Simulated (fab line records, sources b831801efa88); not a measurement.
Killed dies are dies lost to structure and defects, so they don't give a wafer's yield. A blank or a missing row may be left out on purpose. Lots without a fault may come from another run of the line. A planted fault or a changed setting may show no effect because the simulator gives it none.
Which tool did it? | flow sky130 | 11 lots, 33 wafers sampled, at 4 steps of a route of 708

WHAT THE GAUGES READ, wafer by wafer
SKY_GATE_OXIDE_THK_MEAS_02.
lot  | measured     | on            | GATE_OXIDE_OXIDATION_00_THK (nm)
L782 | day 15 07:44 | film_metro-01 | 10.16 10.20 10.33
L785 | day 16 00:10 | film_metro-03 | 10.26 10.20 10.13
L786 | day 16 05:56 | film_metro-01 | 10.09 10.10 10.20
L788 | day 16 19:37 | film_metro-03 | 10.23 10.39 10.26
L792 | day 17 20:46 | film_metro-03 | 10.35 10.31 10.47
L793 | day 18 06:20 | film_metro-04 | 10.02 10.23 10.10
L797 | day 19 14:49 | film_metro-01 | 10.00 9.97 10.00
L798 | day 19 17:50 | film_metro-03 | 9.96 9.85 9.87
L799 | day 20 02:14 | film_metro-01 | 9.70 9.69 9.73
L800 | day 20 05:28 | film_metro-01 | 9.91 9.88 9.83
L801 | day 20 16:43 | film_metro-04 | 10.08 9.91 10.02

WHICH TOOL RAN EACH LOT (tool, then ch and the chambers of the sampled wafers, then the start)
lot  | SKY_VT_ADJUST_LVTN_STRIP_09          | SKY_SONOS_ONO_SOFTBAKE_09         | SKY_SONOS_ONO_STRIP_17
L782 | plasma_asher-01 ch 0,1, day 8 22:55  | litho_track-04 ch 0, day 14 15:56 | plasma_asher-02 ch 0,1, day 15 04:51
L785 | plasma_asher-02 ch 0,1, day 9 16:50  | litho_track-03 ch 0, day 15 08:47 | plasma_asher-02 ch 0,1, day 15 22:28
L786 | plasma_asher-01 ch 0,1, day 9 21:33  | litho_track-03 ch 0, day 15 14:26 | plasma_asher-02 ch 0,1, day 16 04:15
L788 | plasma_asher-03 ch 1, day 10 08:13   | litho_track-01 ch 0, day 16 04:47 | plasma_asher-01 ch 0,1, day 16 17:52
L792 | plasma_asher-03 ch 0,1, day 11 03:55 | litho_track-01 ch 0, day 17 04:59 | plasma_asher-03 ch 0,1, day 17 18:36
L793 | plasma_asher-02 ch 0,1, day 11 11:32 | litho_track-04 ch 0, day 17 12:47 | plasma_asher-02 ch 0,1, day 18 03:29
L797 | plasma_asher-01 ch 0,1, day 12 13:23 | litho_track-01 ch 0, day 18 20:53 | plasma_asher-03 ch 0,1, day 19 12:17
L798 | plasma_asher-01 ch 0, day 12 15:38   | litho_track-03 ch 0, day 18 23:28 | plasma_asher-01 ch 0,1, day 19 15:15
L799 | plasma_asher-03 ch 0,1, day 12 23:52 | litho_track-03 ch 0, day 19 09:14 | plasma_asher-03 ch 0,1, day 20 00:38
L800 | plasma_asher-03 ch 0,1, day 13 01:24 | litho_track-03 ch 0, day 19 12:05 | plasma_asher-02 ch 0,1, day 20 03:51
L801 | plasma_asher-03 ch 0,1, day 13 10:50 | litho_track-04 ch 0, day 19 23:58 | plasma_asher-02 ch 0,1, day 20 15:05
- SKY_VT_ADJUST_LVTN_STRIP_09: strips in O2/N2.
- SKY_SONOS_ONO_SOFTBAKE_09: time 60 s.
- SKY_SONOS_ONO_STRIP_17: strips in O2/N2.

THE ANSWER, worked out from the rows above alone
Rule: what is usual is taken from the lots themselves. Put in order of their means at a reading, lots are off if they are a third of the lots or fewer, leave a main group of 4 or more, and stand apart from it by a gap of 3 or more times the standard deviation of the main group's means; of several such gaps the widest counts. A main group whose means are all the same, to the digits that the tables above print for the reading, isn't used. A lot without any number at a reading at which 4 lots or more have one is off too. The other lots that the step has rows for count as sound.
No lot is off at any reading shown: from this, nothing can be told.

WHAT THE SIMULATOR HAD PUT IN
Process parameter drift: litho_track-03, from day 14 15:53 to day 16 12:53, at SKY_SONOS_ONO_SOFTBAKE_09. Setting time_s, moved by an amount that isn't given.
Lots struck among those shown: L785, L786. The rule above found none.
